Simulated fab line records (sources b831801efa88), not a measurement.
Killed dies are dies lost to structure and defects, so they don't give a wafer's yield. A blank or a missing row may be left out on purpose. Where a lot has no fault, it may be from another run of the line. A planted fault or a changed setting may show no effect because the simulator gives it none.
Which tool is to blame? / flow sky130 / 18 wafers sampled from 6 lots at 1 step of a route of 708

WHAT EACH GAUGE READ, for each wafer
SKY_FIELD_ISO_THK_MEAS_02.
lot=L645; measured=day 1 17:02; on=film_metro-03; FIELD_ISO_OXIDATION_00_THK (nm)=12.32 11.92 12.15
lot=L649; measured=day 2 12:50; on=film_metro-03; FIELD_ISO_OXIDATION_00_THK (nm)=12.10 12.04 11.85
lot=L659; measured=day 4 15:58; on=film_metro-04; FIELD_ISO_OXIDATION_00_THK (nm)=11.82 12.17 12.03
lot=L661; measured=day 5 00:38; on=film_metro-03; FIELD_ISO_OXIDATION_00_THK (nm)=12.18 12.19 12.16
lot=L663; measured=day 5 10:38; on=film_metro-03; FIELD_ISO_OXIDATION_00_THK (nm)=11.85 11.75 11.83
lot=L666; measured=day 6 01:38; on=film_metro-01; FIELD_ISO_OXIDATION_00_THK (nm)=11.85 12.06 12.25

WHAT TOOL EACH LOT RAN ON (gives the tool, then ch and the chambers of the sampled wafers, and finally the start)
The record shows no process step preceding these readings.

THE ANSWER, worked out from the rows above alone
Rule: the lots themselves supply what counts as usual. Put in order of their means at a reading, lots are off if they are a third of the lots or fewer, leave a main group of 4 or more, and stand apart from it by a gap of 3 or more times the standard deviation of the main group's means; of several such gaps the widest counts. Not used: any main group whose means are identical at the precision the tables above print for the reading. A lot without any number at a reading at which 4 lots or more have one is off too. The other lots that the step has rows for count as sound.
Nothing can be told from this: no lot is off at any reading shown.

WHAT THE SIMULATOR PUT IN
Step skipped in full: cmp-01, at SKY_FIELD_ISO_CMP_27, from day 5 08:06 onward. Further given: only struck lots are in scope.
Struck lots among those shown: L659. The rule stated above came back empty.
